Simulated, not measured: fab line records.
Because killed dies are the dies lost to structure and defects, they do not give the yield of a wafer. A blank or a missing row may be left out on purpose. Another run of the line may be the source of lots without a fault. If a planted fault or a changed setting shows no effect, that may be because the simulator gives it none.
fab line records ; flow sky130
record lots=24; wafers=72; last-day=50
route steps=708 shown FIELD_ISO@1 DNWELL@43
lots that met no fault: from a run of the same line without faults
start-h: hours from the record's opening day to when the first of the lot's shown wafers began ; wait-h: hours from the lot's prior step to this one ; " identical to the entry in the row above ; L1.1+2: a single row standing in for several wafers ; - no value, or no start was given ; * or withheld: withheld ; < > ~ a bound
route shown NAME@n: NAME is a module with steps in the file, n the number in the route of the first one ; usual: the fault-free wafers' mean and standard deviation ; same: alike in all rows ; chamber/n: place in a boat ; sites: per-site readings ; _std_site: standard deviation of those values ; _edge_site: mean of outer sites minus mean of inner sites ; radius-mm: for every site, how far away it sits from the centre of the wafer ; mask NAME#n: copy n ; behind: the last tool/chamber to shape the wafer ; hold: the reason the lot was held/the length of the hold in hours/how it ended ; device: transistor that didn't switch, given as n, p or np ; end of line: the route-end tests of the same wafers ; a step without rows: its recipe alone ; killed: not the wafer's yield, but the dies lost to structure and defects at the first sort ; map: shows each die of a wafer: x if killed, . if not, _ if none is there
set.NAME: the run value of the setting; set.NAME@STEP: its run value at that earlier step ; model.NAME: the simulator's own value behind a step, which no gauge read
steps of the route over a sample of lots; a table a step, a row a wafer
services: a tool's chamber out of use, with start hour (start-h, from the record's first day; less than 0 if before it), hours out, and reason
## steps
# step SKY_FIELD_ISO_BOW_MEAS_00
# recipe mode=bow
# usual INCOMING_BOW=-1/6.1
lot.wafer;tool;chamber;start-h;wait-h;INCOMING_BOW[um]
L074.1;film-metro-04;-;10.00;-;-2
L074.3;film-metro-04;-;10.00;-;-3
L074.5;film-metro-04;-;10.00;-;3
L075.2;film-metro-01;-;15.02;-;-2
L075.3;film-metro-01;-;15.02;-;-5
L075.6;film-metro-01;-;15.02;-;-1
L076.1;film-metro-01;-;20.00;-;12
L076.2;film-metro-01;-;20.00;-;-2
L076.6;film-metro-01;-;20.00;-;-2
L077.1;film-metro-01;-;25.00;-;-9
L077.2;film-metro-01;-;25.00;-;-1
L077.5;film-metro-01;-;25.00;-;3
L078.1;film-metro-01;-;30.00;-;-1
L078.2;film-metro-01;-;30.00;-;6
L078.3;film-metro-01;-;30.00;-;3
L079.1;film-metro-04;-;35.00;-;-1
L079.2;film-metro-04;-;35.00;-;6
L079.6;film-metro-04;-;35.00;-;2
L080.3;film-metro-01;-;40.04;-;-14
L080.4;film-metro-01;-;40.04;-;12
L080.5;film-metro-01;-;40.04;-;15
L081.3;film-metro-02;-;45.04;-;8
L081.4;film-metro-02;-;45.04;-;-5
L081.6;film-metro-02;-;45.04;-;-6
L082.1;film-metro-01;-;50.00;-;-3
L082.2;film-metro-01;-;50.00;-;-8
L082.3;film-metro-01;-;50.00;-;2
L083.1;film-metro-02;-;55.00;-;-2
L083.3;film-metro-02;-;55.00;-;7
L083.6;film-metro-02;-;55.00;-;-4
L084.2;film-metro-01;-;60.02;-;-1
L084.5;film-metro-01;-;60.02;-;0
L084.6;film-metro-01;-;60.02;-;2
L085.1;film-metro-01;-;65.00;-;-7
L085.5;film-metro-01;-;65.00;-;3
L085.6;film-metro-01;-;65.00;-;2
L086.2;film-metro-01;-;70.02;-;-1
L086.4;film-metro-01;-;70.02;-;0
L086.5;film-metro-01;-;70.02;-;-11
L087.1;film-metro-02;-;75.00;-;-9
L087.3;film-metro-02;-;75.00;-;4
L087.4;film-metro-02;-;75.00;-;-2
L088.2;film-metro-04;-;80.02;-;-6
L088.3;film-metro-04;-;80.02;-;-12
L088.6;film-metro-04;-;80.02;-;-3
L089.1;film-metro-01;-;85.00;-;-2
L089.2;film-metro-01;-;85.00;-;10
L089.5;film-metro-01;-;85.00;-;2
L090.2;film-metro-01;-;90.02;-;-7
L090.3;film-metro-01;-;90.02;-;5
L090.4;film-metro-01;-;90.02;-;8
L091.1;film-metro-02;-;95.00;-;-9
L091.2;film-metro-02;-;95.00;-;3
L091.5;film-metro-02;-;95.00;-;0
L092.1;film-metro-04;-;100.00;-;-10
L092.4;film-metro-04;-;100.00;-;4
L092.5;film-metro-04;-;100.00;-;-3
L093.3;film-metro-01;-;105.04;-;11
L093.5;film-metro-01;-;105.04;-;-2
L093.6;film-metro-01;-;105.04;-;-10
L094.1;film-metro-01;-;110.00;-;6
L094.3;film-metro-01;-;110.00;-;-4
L094.4;film-metro-01;-;110.00;-;-1
L095.2;film-metro-01;-;115.02;-;-4
L095.3;film-metro-01;-;115.02;-;5
L095.4;film-metro-01;-;115.02;-;5
L096.3;film-metro-01;-;120.04;-;2
L096.4;film-metro-01;-;120.04;-;4
L096.5;film-metro-01;-;120.04;-;-4
L097.1;film-metro-02;-;125.00;-;-3
L097.2;film-metro-02;-;125.00;-;3
L097.5;film-metro-02;-;125.00;-;1
# step SKY_FIELD_ISO_THK_MEAS_04
# recipe reads=Si3N4_of_FIELD_ISO_CVD_03
# usual FIELD_ISO_CVD_03_THK=165.2/1.5
lot.wafer;tool;chamber;start-h;wait-h;FIELD_ISO_CVD_03_THK[nm]
L074.1;film-metro-01;-;13.89;0.0;163.1
L074.3;film-metro-01;-;13.89;0.0;163.4
L074.5;film-metro-01;-;13.89;0.0;162.9
L075.2;film-metro-01;-;18.49;0.0;163.7
L075.3;film-metro-01;-;18.49;0.0;163.8
L075.6;film-metro-01;-;18.49;0.0;162.8
L076.1;film-metro-02;-;24.66;0.0;164.9
L076.2;film-metro-02;-;24.66;0.0;164.2
L076.6;film-metro-02;-;24.66;0.0;165.0
L077.1;film-metro-01;-;29.66;0.0;167.5
L077.2;film-metro-01;-;29.66;0.0;166.7
L077.5;film-metro-01;-;29.66;0.0;165.5
L078.1;film-metro-01;-;35.06;0.0;166.2
L078.2;film-metro-01;-;35.06;0.0;167.1
L078.3;film-metro-01;-;35.06;0.0;166.1
L079.1;film-metro-04;-;42.06;0.0;166.4
L079.2;film-metro-04;-;42.06;0.0;166.1
L079.6;film-metro-04;-;42.06;0.0;166.2
L080.3;film-metro-04;-;46.12;0.0;166.0
L080.4;film-metro-04;-;46.12;0.0;166.4
L080.5;film-metro-04;-;46.12;0.0;164.8
L081.3;film-metro-02;-;48.50;0.0;166.6
L081.4;film-metro-02;-;48.50;0.0;167.8
L081.6;film-metro-02;-;48.50;0.0;166.4
L082.1;film-metro-04;-;53.48;0.0;162.7
L082.2;film-metro-04;-;53.48;0.0;164.1
L082.3;film-metro-04;-;53.48;0.0;162.3
L083.1;film-metro-02;-;60.64;0.0;164.8
L083.3;film-metro-02;-;60.64;0.0;164.6
L083.6;film-metro-02;-;60.64;0.0;165.7
L084.2;film-metro-02;-;67.61;0.0;166.3
L084.5;film-metro-02;-;67.61;0.0;166.9
L084.6;film-metro-02;-;67.61;0.0;165.5
L085.1;film-metro-01;-;72.58;0.0;168.1
L085.5;film-metro-01;-;72.58;0.0;168.1
L085.6;film-metro-01;-;72.58;0.0;166.0
L086.2;film-metro-02;-;76.30;0.0;165.4
L086.4;film-metro-02;-;76.30;0.0;164.2
L086.5;film-metro-02;-;76.30;0.0;164.5
L087.1;film-metro-02;-;80.36;0.0;166.6
L087.3;film-metro-02;-;80.36;0.0;164.1
L087.4;film-metro-02;-;80.36;0.0;166.2
L088.2;film-metro-02;-;84.72;0.0;166.1
L088.3;film-metro-02;-;84.72;0.0;166.0
L088.6;film-metro-02;-;84.72;0.0;166.7
L089.1;film-metro-04;-;88.75;0.0;161.8
L089.2;film-metro-04;-;88.75;0.0;161.7
L089.5;film-metro-04;-;88.75;0.0;162.2
L090.2;film-metro-01;-;94.79;0.0;166.0
L090.3;film-metro-01;-;94.79;0.0;166.5
L090.4;film-metro-01;-;94.79;0.0;165.2
L091.1;film-metro-02;-;101.85;0.0;167.1
L091.2;film-metro-02;-;101.85;0.0;167.0
L091.5;film-metro-02;-;101.85;0.0;167.7
L092.1;film-metro-02;-;108.68;0.0;164.0
L092.4;film-metro-02;-;108.68;0.0;163.2
L092.5;film-metro-02;-;108.68;0.0;163.7
L093.3;film-metro-01;-;108.70;0.0;165.1
L093.5;film-metro-01;-;108.70;0.0;165.1
L093.6;film-metro-01;-;108.70;0.0;164.4
L094.1;film-metro-02;-;115.48;0.0;165.5
L094.3;film-metro-02;-;115.48;0.0;164.3
L094.4;film-metro-02;-;115.48;0.0;164.9
L095.2;film-metro-01;-;121.23;0.0;164.4
L095.3;film-metro-01;-;121.23;0.0;164.5
L095.4;film-metro-01;-;121.23;0.0;165.7
L096.3;film-metro-01;-;125.30;0.0;165.9
L096.4;film-metro-01;-;125.30;0.0;166.6
L096.5;film-metro-01;-;125.30;0.0;165.8
L097.1;film-metro-02;-;129.22;0.0;165.4
L097.2;film-metro-02;-;129.22;0.0;165.2
L097.5;film-metro-02;-;129.22;0.0;165.7
# step SKY_FIELD_ISO_CD_MEAS_13
# recipe target-cd-nm=150
# usual cd-nm=149.5/1.5
lot.wafer;tool;chamber;start-h;wait-h;cd-nm
L074.1;cd-sem-01;-;28.92;-;150.4
L074.3;cd-sem-01;-;28.92;-;151.3
L074.5;cd-sem-01;-;28.92;-;151.1
L075.2;cd-sem-01;-;34.04;-;151.3
L075.3;cd-sem-01;-;34.04;-;149.7
L075.6;cd-sem-01;-;34.04;-;150.3
L076.1;cd-sem-01;-;38.57;-;147.3
L076.2;cd-sem-01;-;38.57;-;146.0
L076.6;cd-sem-01;-;38.57;-;147.4
L077.1;cd-sem-01;-;44.66;-;149.1
L077.2;cd-sem-01;-;44.66;-;150.1
L077.5;cd-sem-01;-;44.66;-;147.9
L078.1;cd-sem-01;-;49.60;-;148.9
L078.2;cd-sem-01;-;49.60;-;150.3
L078.3;cd-sem-01;-;49.60;-;149.1
L079.1;cd-sem-02;-;57.60;-;149.4
L079.2;cd-sem-02;-;57.60;-;149.2
L079.6;cd-sem-02;-;57.60;-;149.6
L080.3;cd-sem-01;-;61.54;-;147.5
L080.4;cd-sem-01;-;61.54;-;147.5
L080.5;cd-sem-01;-;61.54;-;147.9
L081.3;cd-sem-02;-;64.74;-;152.2
L081.4;cd-sem-02;-;64.74;-;150.6
L081.6;cd-sem-02;-;64.74;-;151.1
L082.1;cd-sem-01;-;69.02;-;149.6
L082.2;cd-sem-01;-;69.02;-;151.0
L082.3;cd-sem-01;-;69.02;-;149.8
L083.1;cd-sem-01;-;76.56;-;149.9
L083.3;cd-sem-01;-;76.56;-;152.7
L083.6;cd-sem-01;-;76.56;-;151.3
L084.2;cd-sem-01;-;84.22;-;146.7
L084.5;cd-sem-01;-;84.22;-;148.6
L084.6;cd-sem-01;-;84.22;-;146.3
L085.1;cd-sem-01;-;89.47;-;149.8
L085.5;cd-sem-01;-;89.47;-;150.2
L085.6;cd-sem-01;-;89.47;-;150.5
L086.2;cd-sem-02;-;93.32;-;150.7
L086.4;cd-sem-02;-;93.32;-;151.1
L086.5;cd-sem-02;-;93.32;-;150.0
L087.1;cd-sem-02;-;97.10;-;147.5
L087.3;cd-sem-02;-;97.10;-;147.3
L087.4;cd-sem-02;-;97.10;-;149.0
L088.2;cd-sem-01;-;102.33;-;148.2
L088.3;cd-sem-01;-;102.33;-;148.5
L088.6;cd-sem-01;-;102.33;-;148.5
L089.1;cd-sem-02;-;106.15;-;149.3
L089.2;cd-sem-02;-;106.15;-;149.0
L089.5;cd-sem-02;-;106.15;-;149.6
L090.2;cd-sem-01;-;112.29;-;151.2
L090.3;cd-sem-01;-;112.29;-;151.7
L090.4;cd-sem-01;-;112.29;-;150.6
L091.1;cd-sem-02;-;119.25;-;149.6
L091.2;cd-sem-02;-;119.25;-;150.4
L091.5;cd-sem-02;-;119.25;-;151.2
L093.3;cd-sem-01;-;126.75;-;151.9
L093.5;cd-sem-01;-;126.75;-;150.7
L093.6;cd-sem-01;-;126.75;-;151.9
L092.1;cd-sem-02;-;127.05;-;148.9
L092.4;cd-sem-02;-;127.05;-;149.6
L092.5;cd-sem-02;-;127.05;-;149.4
L094.1;cd-sem-02;-;133.90;-;149.6
L094.3;cd-sem-02;-;133.90;-;147.5
L094.4;cd-sem-02;-;133.90;-;149.1
L095.2;cd-sem-02;-;140.24;-;149.2
L095.3;cd-sem-02;-;140.24;-;150.5
L095.4;cd-sem-02;-;140.24;-;149.5
L096.3;cd-sem-01;-;144.25;-;148.0
L096.4;cd-sem-01;-;144.25;-;147.2
L096.5;cd-sem-01;-;144.25;-;147.8
L097.1;cd-sem-02;-;147.92;-;147.3
L097.2;cd-sem-02;-;147.92;-;148.3
L097.5;cd-sem-02;-;147.92;-;146.3
# step SKY_FIELD_ISO_THK_MEAS_25
# recipe reads=SiO2_of_FIELD_ISO_CVD_24
# usual FIELD_ISO_CVD_24_THK=594/8.9
lot.wafer;tool;chamber;start-h;wait-h;FIELD_ISO_CVD_24_THK[nm]
L074.1;film-metro-01;-;30.89;0.0;590
L074.3;film-metro-01;-;30.89;0.0;581
L074.5;film-metro-01;-;30.89;0.0;590
L075.2;film-metro-04;-;38.30;0.0;604
L075.3;film-metro-04;-;38.30;0.0;583
L075.6;film-metro-04;-;38.30;0.0;604
L076.1;film-metro-02;-;40.89;0.1;585
L076.2;film-metro-02;-;40.89;0.1;585
L076.6;film-metro-02;-;40.89;0.1;587
L077.1;film-metro-01;-;46.69;0.1;600
L077.2;film-metro-01;-;46.69;0.1;593
L077.5;film-metro-01;-;46.69;0.1;599
L078.1;film-metro-02;-;51.94;0.0;596
L078.2;film-metro-02;-;51.94;0.0;599
L078.3;film-metro-02;-;51.94;0.0;601
L079.1;film-metro-01;-;63.02;0.0;589
L079.2;film-metro-01;-;63.02;0.0;586
L079.6;film-metro-01;-;63.02;0.0;597
L080.3;film-metro-02;-;68.49;0.1;588
L080.4;film-metro-02;-;68.49;0.1;583
L080.5;film-metro-02;-;68.49;0.1;595
L081.3;film-metro-01;-;68.56;0.1;595
L081.4;film-metro-01;-;68.56;0.1;608
L081.6;film-metro-01;-;68.56;0.1;585
L082.1;film-metro-01;-;73.06;0.0;611
L082.2;film-metro-01;-;73.06;0.0;599
L082.3;film-metro-01;-;73.06;0.0;588
L083.1;film-metro-01;-;79.82;0.0;603
L083.3;film-metro-01;-;79.82;0.0;594
L083.6;film-metro-01;-;79.82;0.0;592
L084.2;film-metro-04;-;86.18;0.0;597
L084.5;film-metro-04;-;86.18;0.0;595
L084.6;film-metro-04;-;86.18;0.0;583
L085.1;film-metro-01;-;92.74;0.0;600
L085.5;film-metro-01;-;92.74;0.0;586
L085.6;film-metro-01;-;92.74;0.0;601
L086.2;film-metro-01;-;98.63;0.0;590
L086.4;film-metro-01;-;98.63;0.0;589
L086.5;film-metro-01;-;98.63;0.0;586
L087.1;film-metro-04;-;102.70;0.0;586
L087.3;film-metro-04;-;102.70;0.0;613
L087.4;film-metro-04;-;102.70;0.0;607
L088.2;film-metro-01;-;108.15;0.0;582
L088.3;film-metro-01;-;108.15;0.0;605
L088.6;film-metro-01;-;108.15;0.0;599
L089.1;film-metro-01;-;110.72;0.0;610
L089.2;film-metro-01;-;110.72;0.0;584
L089.5;film-metro-01;-;110.72;0.0;585
L090.2;film-metro-01;-;116.44;0.0;594
L090.3;film-metro-01;-;116.44;0.0;604
L090.4;film-metro-01;-;116.44;0.0;613
L091.1;film-metro-02;-;122.18;0.0;604
L091.2;film-metro-02;-;122.18;0.0;577
L091.5;film-metro-02;-;122.18;0.0;598
L093.3;film-metro-02;-;128.70;0.1;583
L093.5;film-metro-02;-;128.70;0.1;587
L093.6;film-metro-02;-;128.70;0.1;602
L092.1;film-metro-04;-;130.48;0.0;605
L092.4;film-metro-04;-;130.48;0.0;610
L092.5;film-metro-04;-;130.48;0.0;589
L094.1;film-metro-04;-;135.92;0.0;588
L094.3;film-metro-04;-;135.92;0.0;590
L094.4;film-metro-04;-;135.92;0.0;600
L095.2;film-metro-04;-;142.69;0.0;584
L095.3;film-metro-04;-;142.69;0.0;581
L095.4;film-metro-04;-;142.69;0.0;580
L096.3;film-metro-01;-;146.20;0.1;591
L096.4;film-metro-01;-;146.20;0.1;608
L096.5;film-metro-01;-;146.20;0.1;592
L097.1;film-metro-02;-;150.32;0.0;605
L097.2;film-metro-02;-;150.32;0.0;582
L097.5;film-metro-02;-;150.32;0.0;591
# step SKY_FIELD_ISO_CMP_27
# recipe stop-on=Si3N4; t-overpolish-s=16; down-force-psi=4; platen-rpm=60; target-thk-nm=457.8; pad-velocity-m-s=0.94248
# usual motor-current-A=12.3/0.95; overpolish-run-s=15.999/0.0099; time-to-endpoint-s=114/4.4
lot.wafer;tool;chamber;start-h;wait-h;motor-current-A;overpolish-run-s;time-to-endpoint-s
L074.3;cmp-01;2;36.06;0.0;12.3;16.006;115
L074.1;cmp-01;3;36.06;0.0;13.3;16.003;120
L074.5;cmp-01;2;36.06;0.0;12.7;15.979;115
L075.2;cmp-01;3;40.52;0.1;13.4;16.017;118
L075.3;cmp-01;0;40.52;0.1;10.5;16.005;111
L075.6;cmp-01;2;40.52;0.1;12.3;15.991;116
L076.2;cmp-02;2;44.90;0.1;11.6;15.999;117
L076.1;cmp-02;0;44.90;0.1;13.7;15.989;110
L076.6;cmp-02;2;44.90;0.1;11.4;16.000;115
L077.2;cmp-02;2;49.40;0.0;11.6;16.006;115
L077.1;cmp-02;3;49.40;0.0;12.0;16.000;117
L077.5;cmp-02;2;49.40;0.0;12.1;16.012;114
L078.1;cmp-01;2;56.30;0.1;11.8;16.004;115
L078.2;cmp-01;3;56.30;0.1;13.3;16.012;114
L078.3;cmp-01;0;56.30;0.1;10.5;15.994;117
L079.2;cmp-01;3;68.93;0.1;13.2;16.000;115
L079.1;cmp-01;0;68.93;0.1;10.8;15.994;115
L079.6;cmp-01;2;68.93;0.1;11.9;16.005;119
L080.3;cmp-02;3;72.76;0.1;12.3;15.987;116
L080.4;cmp-02;1;72.76;0.1;13.1;15.997;113
L080.5;cmp-02;3;72.76;0.1;12.8;16.009;117
L081.4;cmp-01;3;72.89;0.2;13.3;15.983;115
L081.3;cmp-01;2;72.89;0.2;12.3;15.986;107
L081.6;cmp-01;3;72.89;0.2;12.6;16.011;109
L082.2;cmp-02;0;75.66;0.1;12.3;16.001;118
L082.3;cmp-02;1;75.66;0.1;13.0;15.988;119
L082.1;cmp-02;2;75.66;0.1;11.1;15.998;125
L083.3;cmp-02;3;81.43;0.1;13.3;15.993;120
L083.1;cmp-02;1;81.43;0.1;12.7;15.985;120
L083.6;cmp-02;2;81.43;0.1;11.5;15.978;120
L084.2;cmp-02;0;87.83;0.1;13.1;16.012;115
L084.6;cmp-02;2;87.83;0.1;11.4;16.016;119
L084.5;cmp-02;3;87.83;0.1;13.2;15.992;118
L085.1;cmp-02;2;95.94;0.1;11.4;16.010;118
L085.6;cmp-02;3;95.94;0.1;12.8;15.980;120
L085.5;cmp-02;0;95.94;0.1;13.4;16.005;112
L087.3;cmp-01;3;105.32;0.0;13.2;15.989;113
L087.1;cmp-01;1;105.32;0.0;11.3;16.004;106
L087.4;cmp-01;2;105.32;0.0;12.2;15.999;108
L086.4;cmp-02;0;105.37;0.1;14.0;16.021;108
L086.2;cmp-02;2;105.37;0.1;11.5;16.002;116
L086.5;cmp-02;3;105.37;0.1;13.1;16.000;113
L088.3;cmp-01;2;111.21;0.0;12.1;15.995;112
L088.2;cmp-01;1;111.21;0.0;10.3;15.995;109
L088.6;cmp-01;2;111.21;0.0;12.4;15.994;112
L089.2;cmp-01;2;115.18;0.1;11.6;15.991;105
L089.1;cmp-01;3;115.18;0.1;13.9;15.989;116
L089.5;cmp-01;1;115.18;0.1;11.3;16.005;107
L090.2;cmp-02;1;120.87;0.0;12.2;16.003;114
L090.4;cmp-02;2;120.87;0.0;12.0;16.005;119
L090.3;cmp-02;3;120.87;0.0;12.5;15.998;116
L091.2;cmp-02;3;125.03;0.1;13.7;15.994;115
L091.1;cmp-02;0;125.03;0.1;12.8;16.006;114
L091.5;cmp-02;2;125.03;0.1;11.5;16.005;116
L093.3;cmp-01;0;131.73;0.1;10.5;15.998;108
L093.6;cmp-01;1;131.73;0.1;11.4;15.997;111
L093.5;cmp-01;2;131.73;0.1;12.3;15.994;107
L092.1;cmp-02;1;134.57;0.2;12.3;16.000;115
L092.4;cmp-02;3;134.57;0.2;13.0;16.007;122
L092.5;cmp-02;2;134.57;0.2;11.9;16.002;118
L094.1;cmp-02;3;138.73;0.0;12.7;15.982;120
L094.3;cmp-02;0;138.73;0.0;13.5;16.002;109
L094.4;cmp-02;2;138.73;0.0;12.1;15.986;120
L095.4;cmp-01;0;144.63;0.0;9.9;15.992;107
L095.2;cmp-01;2;144.63;0.0;12.1;15.982;107
L095.3;cmp-01;3;144.63;0.0;13.4;16.011;112
L096.4;cmp-02;1;148.94;0.0;12.2;16.002;116
L096.3;cmp-02;2;148.94;0.0;11.6;15.975;114
L096.5;cmp-02;2;148.94;0.0;11.6;16.002;118
L097.2;cmp-02;0;153.08;0.0;13.2;15.983;112
L097.1;cmp-02;3;153.08;0.0;13.2;15.997;121
L097.5;cmp-02;1;153.08;0.0;12.8;16.014;113
# step SKY_DNWELL_STRIP_08
# recipe chemistry=O2/N2; power-w=1400; pressure-mtorr=1500; platen-temp-c=withheld; o2-flow-sccm=3000; n2-flow-sccm=300; overash-fraction=0.5
# usual drypump-motor-current-A=5.6/0.34; o2-flow-sccm=3000/9.5; oes-product-au=0.722/0.0046; strip-time-to-endpoint-s=36.98/0.097
lot.wafer;tool;chamber;start-h;wait-h;drypump-motor-current-A;o2-flow-sccm;oes-product-au;rf-hours-counter-h;strip-time-to-endpoint-s
L074.1;plasma-asher-01;1;54.92;0.1;5.4;3004;0.718;39;37.03
L074.3;plasma-asher-01;1;54.92;0.1;5.4;3002;0.723;-;36.96
L074.5;plasma-asher-01;0;54.92;0.1;4.9;2999;0.728;-;37.06
L075.2;plasma-asher-02;1;60.40;0.1;5.8;3004;0.722;39;37.01
L075.3;plasma-asher-02;0;60.40;0.1;5.8;2982;0.721;-;36.96
L075.6;plasma-asher-02;0;60.40;0.1;5.8;3003;0.727;-;36.92
L076.1;plasma-asher-04;1;63.90;0.1;5.6;2985;0.732;36;37.17
L076.2;plasma-asher-04;0;63.90;0.1;6.0;2998;0.726;36;37.11
L076.6;plasma-asher-04;0;63.90;0.1;6.0;2994;0.722;-;37.21
L077.1;plasma-asher-01;1;68.52;0.1;5.4;3000;0.717;40;37.10
L077.2;plasma-asher-01;0;68.52;0.1;4.9;2999;0.723;40;37.19
L077.5;plasma-asher-01;0;68.52;0.1;5.0;3005;0.726;-;36.94
L078.1;plasma-asher-04;1;75.90;0.1;5.6;3015;0.720;37;37.06
L078.2;plasma-asher-04;0;75.90;0.1;6.0;2995;0.728;37;36.87
L078.3;plasma-asher-04;1;75.90;0.1;5.6;3016;0.717;-;37.03
L079.1;plasma-asher-02;0;90.47;0.1;5.8;2997;0.720;42;36.92
L079.2;plasma-asher-02;1;90.47;0.1;5.8;2996;0.720;42;36.83
L079.6;plasma-asher-02;1;90.47;0.1;5.8;2982;0.724;-;36.98
L081.3;plasma-asher-04;0;93.84;0.1;6.0;2993;0.721;-;37.00
L081.4;plasma-asher-04;1;93.84;0.1;5.5;2999;0.736;-;37.07
L081.6;plasma-asher-04;1;93.84;0.1;5.5;3005;0.720;-;36.96
L080.3;plasma-asher-02;1;94.19;0.1;5.8;3011;0.718;-;36.92
L080.4;plasma-asher-02;0;94.19;0.1;5.8;2999;0.729;-;37.03
L080.5;plasma-asher-02;1;94.19;0.1;5.8;3003;0.725;-;36.86
L082.1;plasma-asher-01;1;96.01;0.1;5.4;3013;0.717;43;36.99
L082.2;plasma-asher-01;0;96.01;0.1;4.9;2998;0.725;43;37.09
L082.3;plasma-asher-01;0;96.01;0.1;4.9;2992;0.719;-;37.04
L083.1;plasma-asher-01;1;101.45;0.1;5.4;3000;0.725;44;36.99
L083.3;plasma-asher-01;1;101.45;0.1;5.4;3015;0.713;-;37.05
L083.6;plasma-asher-01;1;101.45;0.1;5.4;3010;0.723;-;37.06
L084.2;plasma-asher-04;1;108.90;0.1;5.5;2997;0.726;40;37.01
L084.5;plasma-asher-04;0;108.90;0.1;6.0;3020;0.728;-;37.07
L084.6;plasma-asher-04;1;108.90;0.1;5.5;2989;0.724;-;37.06
L085.1;plasma-asher-02;1;118.81;0.1;5.7;2992;0.727;45;36.94
L085.5;plasma-asher-02;1;118.81;0.1;5.8;3019;0.717;-;36.90
L085.6;plasma-asher-02;0;118.81;0.1;5.9;3027;0.715;-;36.77
L087.1;plasma-asher-02;0;128.11;0.1;5.8;2989;0.720;46;36.98
L087.3;plasma-asher-02;0;128.11;0.1;5.8;2993;0.724;-;36.92
L087.4;plasma-asher-02;1;128.11;0.1;5.8;3014;0.722;-;36.90
L086.2;plasma-asher-04;1;128.15;0.1;5.6;2989;0.727;43;37.06
L086.4;plasma-asher-04;0;128.15;0.1;6.0;3006;0.723;-;36.99
L086.5;plasma-asher-04;1;128.15;0.1;5.6;3004;0.718;-;36.96
L088.2;plasma-asher-02;1;133.40;0.1;5.7;2989;0.721;47;36.85
L088.3;plasma-asher-02;1;133.40;0.1;5.7;3003;0.717;-;36.90
L088.6;plasma-asher-02;0;133.40;0.1;5.9;3007;0.730;-;36.77
L089.1;plasma-asher-04;0;139.25;0.1;6.0;2988;0.714;44;37.00
L089.2;plasma-asher-04;1;139.25;0.1;5.5;2986;0.719;44;37.08
L089.5;plasma-asher-04;1;139.25;0.1;5.6;2991;0.714;-;37.04
L090.2;plasma-asher-01;1;142.01;0.1;5.4;3010;0.730;1;37.02
L090.3;plasma-asher-01;0;142.01;0.1;4.9;2987;0.720;-;37.04
L090.4;plasma-asher-01;1;142.01;0.1;5.4;2999;0.722;-;37.13
L091.1;plasma-asher-04;1;147.05;0.1;5.5;3008;0.720;45;36.97
L091.2;plasma-asher-04;0;147.05;0.1;6.0;3007;0.719;45;36.98
L091.5;plasma-asher-04;0;147.05;0.1;6.0;3004;0.726;-;36.92
L093.3;plasma-asher-02;1;155.34;0.1;5.8;3007;0.733;-;37.10
L093.5;plasma-asher-02;1;155.34;0.1;5.8;3004;0.722;-;36.97
L093.6;plasma-asher-02;0;155.34;0.1;5.8;3001;0.721;-;37.14
L092.1;plasma-asher-01;1;157.10;0.1;5.4;2991;0.721;2;36.95
L092.4;plasma-asher-01;1;157.10;0.1;5.4;2994;0.718;-;37.07
L092.5;plasma-asher-01;1;157.10;0.1;5.4;2995;0.722;-;37.11
L094.1;plasma-asher-01;0;161.57;0.1;4.9;3003;0.720;3;36.94
L094.3;plasma-asher-01;1;161.57;0.1;5.4;2993;0.723;-;36.88
L094.4;plasma-asher-01;0;161.57;0.1;4.9;3008;0.720;-;36.95
L095.2;plasma-asher-04;0;168.16;0.1;6.0;2988;0.725;47;36.95
L095.3;plasma-asher-04;0;168.16;0.1;6.0;2998;0.717;-;36.98
L095.4;plasma-asher-04;1;168.16;0.1;5.5;2988;0.726;-;37.00
L096.3;plasma-asher-02;0;170.99;0.1;5.8;3007;0.720;-;36.76
L096.4;plasma-asher-02;1;170.99;0.1;5.8;2995;0.729;-;36.90
L096.5;plasma-asher-02;0;170.99;0.1;5.8;3004;0.724;-;36.88
L097.1;plasma-asher-01;0;175.74;0.1;4.9;2989;0.726;4;36.79
L097.2;plasma-asher-01;1;175.74;0.1;5.4;2990;0.717;4;36.81
L097.5;plasma-asher-01;1;175.74;0.1;5.4;2988;0.718;-;36.86
## services
tool;chamber;start-h;hours;kind
cmp-02;-;25.25;5.2;pm
cmp-02;-;60.82;4.0;repair
cmp-01;-;64.14;4.0;pm
cmp-01;-;68.14;-;consumable-replace:conditioner
cmp-01;-;68.14;-;consumable-replace:pad
cmp-02;-;76.71;4.3;pm
plasma-asher-01;-;103.84;0.4;repair
plasma-asher-01;-;108.76;9.0;pm
plasma-asher-01;0;108.76;9.0;vent-cycle
plasma-asher-01;1;108.76;9.0;vent-cycle
plasma-asher-01;-;117.76;15.6;pm
plasma-asher-01;0;117.76;-;clean
plasma-asher-01;1;117.76;-;clean
cmp-01;-;133.66;0.9;repair
plasma-asher-02;-;141.83;1.6;repair
cmp-02;-;159.83;0.6;repair
cmp-01;-;163.56;5.6;pm
cmp-02;-;170.23;1.0;repair
plasma-asher-01;-;172.23;3.5;repair
## key
fault none
